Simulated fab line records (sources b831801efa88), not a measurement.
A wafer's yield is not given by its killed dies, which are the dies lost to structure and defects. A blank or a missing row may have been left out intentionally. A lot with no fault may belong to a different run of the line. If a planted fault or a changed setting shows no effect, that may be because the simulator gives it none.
Commonality check across tools :: flow gf180mcu :: 33 wafers sampled across 11 lots

## REASON FOR OPENING
At GF_V1_RS_MEAS_24 the reading V1_W_RS is flagged on 3 of 11 lots. Fault-free wafers read 0.328 ohm/sq, with a standard deviation of 0.0034.
Rule: a lot is flagged when every wafer of it that has a number lies more than 4 standard deviations from that mean, or none has a number. All remaining lots are regarded as sound.

lot: L275
measured: day 19 10:50
on: film-metro-02
V1_W_RS (ohm/sq), wafer by wafer: 0.329 0.326 0.330
flag: 

lot: L277
measured: day 20 03:40
on: film-metro-04
V1_W_RS (ohm/sq), wafer by wafer: 0.328 0.327 0.326
flag: 

lot: L278
measured: day 20 10:10
on: film-metro-01
V1_W_RS (ohm/sq), wafer by wafer: 0.326 0.327 0.329
flag: 

lot: L282
measured: day 22 00:52
on: film-metro-02
V1_W_RS (ohm/sq), wafer by wafer: 0.325 0.326 0.326
flag: 

lot: L283
measured: day 22 12:56
on: film-metro-01
V1_W_RS (ohm/sq), wafer by wafer: 0.321 0.323 0.323
flag: 

lot: L285
measured: day 23 01:58
on: film-metro-04
V1_W_RS (ohm/sq), wafer by wafer: 0.241 0.243 0.243
flag: FLAGGED

lot: L286
measured: day 23 07:07
on: film-metro-02
V1_W_RS (ohm/sq), wafer by wafer: 0.243 0.244 0.243
flag: FLAGGED

lot: L289
measured: day 24 12:38
on: film-metro-01
V1_W_RS (ohm/sq), wafer by wafer: 0.240 0.242 0.242
flag: FLAGGED

lot: L291
measured: day 25 01:49
on: film-metro-01
V1_W_RS (ohm/sq), wafer by wafer: 0.335 0.335 0.336
flag: 

lot: L294
measured: day 25 17:46
on: film-metro-02
V1_W_RS (ohm/sq), wafer by wafer: 0.332 0.328 0.331
flag: 

lot: L295
measured: day 26 08:25
on: film-metro-02
V1_W_RS (ohm/sq), wafer by wafer: 0.334 0.327 0.331
flag: 
The mean of the flagged lots' numbers is 0.242 ohm/sq, -0.086 ohm/sq from the usual (-25 standard deviations).

## WHICH TOOL EACH LOT WENT THROUGH
Before the reading, the record contains 3 process steps out of a 602-step route. Cell contents, in order: the tool; ch with the chambers the sampled wafers went through; the start.
lot: L275
flag: 
GF_V1_ETCH_16: rie-diel-01 ch 1,2,3, day 19 09:56
GF_V1_ETCH_17: rie-diel-01 ch 1,2,3, day 19 10:44 or earlier
GF_V1_CVD_23: cvd-w-02 ch 0,1, day 19 10:44

lot: L277
flag: 
GF_V1_ETCH_16: rie-diel-04 ch 0,2,3, day 20 02:26
GF_V1_ETCH_17: rie-diel-04 ch 0,2,3, day 20 03:33 or earlier
GF_V1_CVD_23: cvd-w-01 ch 0,1, day 20 03:33

lot: L278
flag: 
GF_V1_ETCH_16: rie-diel-04 ch 2,3, day 20 09:14
GF_V1_ETCH_17: rie-diel-04 ch 2,3, day 20 10:02 or earlier
GF_V1_CVD_23: cvd-w-02 ch 0,1, day 20 10:02

lot: L282
flag: 
GF_V1_ETCH_16: rie-diel-04 ch 1,2, day 21 23:59
GF_V1_ETCH_17: rie-diel-04 ch 1,2, day 22 00:45 or earlier
GF_V1_CVD_23: cvd-w-01 ch 0, day 22 00:45

lot: L283
flag: 
GF_V1_ETCH_16: rie-diel-04 ch 0,1, day 22 12:04
GF_V1_ETCH_17: rie-diel-04 ch 0,1, day 22 12:49 or earlier
GF_V1_CVD_23: cvd-w-01 ch 0,1, day 22 12:49

lot: L285
flag: FLAGGED
GF_V1_ETCH_16: rie-diel-04 ch 1,2,3, day 23 01:05
GF_V1_ETCH_17: rie-diel-04 ch 1,2,3, day 23 01:51 or earlier
GF_V1_CVD_23: cvd-w-01 ch 0,1, day 23 01:51

lot: L286
flag: FLAGGED
GF_V1_ETCH_16: rie-diel-04 ch 0,1,2, day 23 06:13
GF_V1_ETCH_17: rie-diel-04 ch 0,1,2, day 23 07:00 or earlier
GF_V1_CVD_23: cvd-w-01 ch 0,1, day 23 07:00

lot: L289
flag: FLAGGED
GF_V1_ETCH_16: rie-diel-02 ch 0,1, day 24 11:46
GF_V1_ETCH_17: rie-diel-02 ch 0,1, day 24 12:31 or earlier
GF_V1_CVD_23: cvd-w-01 ch 0,1, day 24 12:31

lot: L291
flag: 
GF_V1_ETCH_16: rie-diel-02 ch 0,2,3, day 25 00:56
GF_V1_ETCH_17: rie-diel-02 ch 0,2,3, day 25 01:42 or earlier
GF_V1_CVD_23: cvd-w-02 ch 0,1, day 25 01:42

lot: L294
flag: 
GF_V1_ETCH_16: rie-diel-04 ch 0,1, day 25 16:52
GF_V1_ETCH_17: rie-diel-04 ch 0,1, day 25 17:38 or earlier
GF_V1_CVD_23: cvd-w-02 ch 0,1, day 25 17:38

lot: L295
flag: 
GF_V1_ETCH_16: rie-diel-04 ch 0,2,3, day 26 07:26
GF_V1_ETCH_17: rie-diel-04 ch 0,2,3, day 26 08:17 or earlier
GF_V1_CVD_23: cvd-w-02 ch 0,1, day 26 08:17
What is done by these steps:
- GF_V1_ETCH_16: etches BARC in N2/H2.
- GF_V1_ETCH_17: etches SiO2 in C4F8/O2/Ar, stops on TiN, target depth 630 nm.
- GF_V1_CVD_23: deposits W, target thk 350 nm, time 105.05 s.
- GF_V1_RS_MEAS_24: measures by four-point-probe.

## FLAGGED AGAINST TOTAL, ONE TOOL AT A TIME (gauges that did the reading follow at the end)
step: GF_V1_ETCH_16
tool: rie-diel-01
lots run: 1
flagged: 0
share of the flagged lots: none
sound lots run after its first flagged lot: -

step: GF_V1_ETCH_16
tool: rie-diel-02
lots run: 2
flagged: 1
share of the flagged lots: some
sound lots run after its first flagged lot: 1 (L291)

step: GF_V1_ETCH_16
tool: rie-diel-04
lots run: 8
flagged: 2
share of the flagged lots: some
sound lots run after its first flagged lot: 2 (L294,L295)

step: GF_V1_ETCH_17
tool: rie-diel-01
lots run: 1
flagged: 0
share of the flagged lots: none
sound lots run after its first flagged lot: -

step: GF_V1_ETCH_17
tool: rie-diel-02
lots run: 2
flagged: 1
share of the flagged lots: some
sound lots run after its first flagged lot: 1 (L291)

step: GF_V1_ETCH_17
tool: rie-diel-04
lots run: 8
flagged: 2
share of the flagged lots: some
sound lots run after its first flagged lot: 2 (L294,L295)

step: GF_V1_CVD_23
tool: cvd-w-01
lots run: 6
flagged: 3
share of the flagged lots: all
sound lots run after its first flagged lot: 0

step: GF_V1_CVD_23
tool: cvd-w-02
lots run: 5
flagged: 0
share of the flagged lots: none
sound lots run after its first flagged lot: -

step: GF_V1_RS_MEAS_24
tool: film-metro-01
lots run: 4
flagged: 1
share of the flagged lots: some
sound lots run after its first flagged lot: 1 (L291)

step: GF_V1_RS_MEAS_24
tool: film-metro-02
lots run: 5
flagged: 1
share of the flagged lots: some
sound lots run after its first flagged lot: 2 (L294,L295)

step: GF_V1_RS_MEAS_24
tool: film-metro-04
lots run: 2
flagged: 1
share of the flagged lots: some
sound lots run after its first flagged lot: 0
GF_V1_ETCH_17 gives no start for some lots, so the hours and the order of its lots are those of GF_V1_CVD_23.

## WHAT THE TABLE PERMITS
Rows of the table that ran each flagged lot: 1, that is cvd-w-01 at GF_V1_CVD_23.
- cvd-w-01 at GF_V1_CVD_23 ran 6 lots, 3 of them flagged. It ran its last sound lot, L283, at day 22 12:49 and its first flagged lot, L285, at day 23 01:51: a fault with its onset between the two fits.
Left over: one tool, cvd-w-01 at GF_V1_CVD_23.

## WHAT HAD BEEN PUT IN BY THE SIMULATOR
Process parameter drift: cvd-w-01, from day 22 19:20 on, at GF_V1_CVD_23. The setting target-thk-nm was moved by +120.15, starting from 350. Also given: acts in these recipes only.
Lots struck among those shown: L285, L286, L289. The rule above reached the same finding.
